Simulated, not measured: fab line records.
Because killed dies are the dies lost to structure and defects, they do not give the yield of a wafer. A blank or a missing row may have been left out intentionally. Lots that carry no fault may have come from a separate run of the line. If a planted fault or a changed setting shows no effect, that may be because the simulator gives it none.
Split-lot study || flow sky130 || 23 wafers read across 5 lots, on a route 708 steps long

== SPLIT DETAILS ==
At SKY_SONOS_TUNNEL_COAT_02 (resist thk 1140 nm), the setting spin rpm was moved away from the recipe's 3000 rpm on 7 of the 23 wafers read, by -4.5% to +4.7%. For the rest of the wafers, this setting stayed at what the recipe calls for.

The reading is taken at the split's own step.

== THE READING ==
NOVOLAK_of_SONOS_TUNNEL_COAT_02.thk nm (the simulator's own value, which no gauge read), in nm, at SKY_SONOS_TUNNEL_COAT_02 (resist thk 1140 nm). No usual value for it is given in the file. The 16 wafers here that ran the recipe average 1141 nm, standard deviation 3.8 nm.

{"wafer": "L074.1", "tool, chamber at the split": "litho track-03, 0", "spin rpm as run, rpm": 3000, "against the recipe": "recipe", "NOVOLAK_of_SONOS_TUNNEL_COAT_02.thk nm, nm": 1135, "against lot-mates on the recipe": "-"}
{"wafer": "L074.5", "tool, chamber at the split": "litho track-03, 0", "spin rpm as run, rpm": 3000, "against the recipe": "recipe", "NOVOLAK_of_SONOS_TUNNEL_COAT_02.thk nm, nm": 1135, "against lot-mates on the recipe": "-"}
{"wafer": "L074.3", "tool, chamber at the split": "litho track-03, 0", "spin rpm as run, rpm": 2865, "against the recipe": "-4.5%", "NOVOLAK_of_SONOS_TUNNEL_COAT_02.thk nm, nm": 1166, "against lot-mates on the recipe": "+29"}
{"wafer": "L074.4", "tool, chamber at the split": "litho track-03, 0", "spin rpm as run, rpm": 3000, "against the recipe": "recipe", "NOVOLAK_of_SONOS_TUNNEL_COAT_02.thk nm, nm": 1140, "against lot-mates on the recipe": "-"}
{"wafer": "L074.6", "tool, chamber at the split": "litho track-03, 0", "spin rpm as run, rpm": 2865, "against the recipe": "-4.5%", "NOVOLAK_of_SONOS_TUNNEL_COAT_02.thk nm, nm": 1165, "against lot-mates on the recipe": "+28"}
{"wafer": "L080.1", "tool, chamber at the split": "litho track-03, 0", "spin rpm as run, rpm": 3000, "against the recipe": "recipe", "NOVOLAK_of_SONOS_TUNNEL_COAT_02.thk nm, nm": 1137, "against lot-mates on the recipe": "-"}
{"wafer": "L080.2", "tool, chamber at the split": "litho track-03, 0", "spin rpm as run, rpm": 3000, "against the recipe": "recipe", "NOVOLAK_of_SONOS_TUNNEL_COAT_02.thk nm, nm": 1137, "against lot-mates on the recipe": "-"}
{"wafer": "L080.3", "tool, chamber at the split": "litho track-03, 0", "spin rpm as run, rpm": 3000, "against the recipe": "recipe", "NOVOLAK_of_SONOS_TUNNEL_COAT_02.thk nm, nm": 1143, "against lot-mates on the recipe": "-"}
{"wafer": "L080.4", "tool, chamber at the split": "litho track-03, 0", "spin rpm as run, rpm": 3000, "against the recipe": "recipe", "NOVOLAK_of_SONOS_TUNNEL_COAT_02.thk nm, nm": 1140, "against lot-mates on the recipe": "-"}
{"wafer": "L080.5", "tool, chamber at the split": "litho track-03, 0", "spin rpm as run, rpm": 3000, "against the recipe": "recipe", "NOVOLAK_of_SONOS_TUNNEL_COAT_02.thk nm, nm": 1139, "against lot-mates on the recipe": "-"}
{"wafer": "L081.1", "tool, chamber at the split": "litho track-04, 0", "spin rpm as run, rpm": 3000, "against the recipe": "recipe", "NOVOLAK_of_SONOS_TUNNEL_COAT_02.thk nm, nm": 1138, "against lot-mates on the recipe": "-"}
{"wafer": "L081.3", "tool, chamber at the split": "litho track-04, 0", "spin rpm as run, rpm": 3000, "against the recipe": "recipe", "NOVOLAK_of_SONOS_TUNNEL_COAT_02.thk nm, nm": 1143, "against lot-mates on the recipe": "-"}
{"wafer": "L081.6", "tool, chamber at the split": "litho track-04, 0", "spin rpm as run, rpm": 3000, "against the recipe": "recipe", "NOVOLAK_of_SONOS_TUNNEL_COAT_02.thk nm, nm": 1141, "against lot-mates on the recipe": "-"}
{"wafer": "L083.1", "tool, chamber at the split": "litho track-01, 0", "spin rpm as run, rpm": 2916, "against the recipe": "-2.8%", "NOVOLAK_of_SONOS_TUNNEL_COAT_02.thk nm, nm": 1158, "against lot-mates on the recipe": "+14"}
{"wafer": "L083.2", "tool, chamber at the split": "litho track-01, 0", "spin rpm as run, rpm": 3000, "against the recipe": "recipe", "NOVOLAK_of_SONOS_TUNNEL_COAT_02.thk nm, nm": 1143, "against lot-mates on the recipe": "-"}
{"wafer": "L083.6", "tool, chamber at the split": "litho track-01, 0", "spin rpm as run, rpm": 3000, "against the recipe": "recipe", "NOVOLAK_of_SONOS_TUNNEL_COAT_02.thk nm, nm": 1143, "against lot-mates on the recipe": "-"}
{"wafer": "L083.3", "tool, chamber at the split": "litho track-01, 0", "spin rpm as run, rpm": 2916, "against the recipe": "-2.8%", "NOVOLAK_of_SONOS_TUNNEL_COAT_02.thk nm, nm": 1163, "against lot-mates on the recipe": "+19"}
{"wafer": "L083.4", "tool, chamber at the split": "litho track-01, 0", "spin rpm as run, rpm": 3000, "against the recipe": "recipe", "NOVOLAK_of_SONOS_TUNNEL_COAT_02.thk nm, nm": 1146, "against lot-mates on the recipe": "-"}
{"wafer": "L085.1", "tool, chamber at the split": "litho track-01, 0", "spin rpm as run, rpm": 3142, "against the recipe": "+4.7%", "NOVOLAK_of_SONOS_TUNNEL_COAT_02.thk nm, nm": 1122, "against lot-mates on the recipe": -25}
{"wafer": "L085.4", "tool, chamber at the split": "litho track-01, 0", "spin rpm as run, rpm": 3142, "against the recipe": "+4.7%", "NOVOLAK_of_SONOS_TUNNEL_COAT_02.thk nm, nm": 1122, "against lot-mates on the recipe": -25}
{"wafer": "L085.2", "tool, chamber at the split": "litho track-01, 0", "spin rpm as run, rpm": 3000, "against the recipe": "recipe", "NOVOLAK_of_SONOS_TUNNEL_COAT_02.thk nm, nm": 1148, "against lot-mates on the recipe": "-"}
{"wafer": "L085.3", "tool, chamber at the split": "litho track-01, 0", "spin rpm as run, rpm": 3000, "against the recipe": "recipe", "NOVOLAK_of_SONOS_TUNNEL_COAT_02.thk nm, nm": 1146, "against lot-mates on the recipe": "-"}
{"wafer": "L085.5", "tool, chamber at the split": "litho track-01, 0", "spin rpm as run, rpm": 3142, "against the recipe": "+4.7%", "NOVOLAK_of_SONOS_TUNNEL_COAT_02.thk nm, nm": 1120, "against lot-mates on the recipe": -27}

FIT RESULTS
A straight line over all 23 wafers: NOVOLAK_of_SONOS_TUNNEL_COAT_02.thk nm changes by -4.93 nm for each +1% of spin rpm; r = -0.95; the points scatter about the line by 4 nm.
The same after taking each lot's own level away (the mean of its wafers on the recipe; 23 wafers): -5.8 nm for each +1%; r = -0.99; scatter 2.1 nm.
That fit puts the effect of the largest move of spin rpm on the reading at 27 nm.
The span of the lots' own levels, 1136.7 to 1147.0 nm, comes to 2.7 times the standard deviation stated above.
Thus the slope moves with the lot-to-lot level: the two fits are different.
Check: -27.6 nm against its lot-mates is what the line predicts for one of the wafers moved furthest among these (+4.7%) when that wafer is left out of the fit. It came out at -25 nm against them.

== FURTHER SPLITS ON THESE WAFERS ==
Other splits were also applied to these wafers ahead of the reading. Each is held against what the fit with the lots' levels taken away leaves over:
{"other split on the same wafers": "SKY_VT_ADJUST_PCH_COAT_02 resist thk nm", "wafers away from the commonest value": 11, "r with NOVOLAK_of_SONOS_TUNNEL_COAT_02.thk nm (lot level and that fit taken away)": -0.26}

== FILE'S OWN FIT ==
NOVOLAK_of_SONOS_TUNNEL_COAT_02.thk nm changes by -5.88 nm for each +1% of spin rpm, r = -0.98.
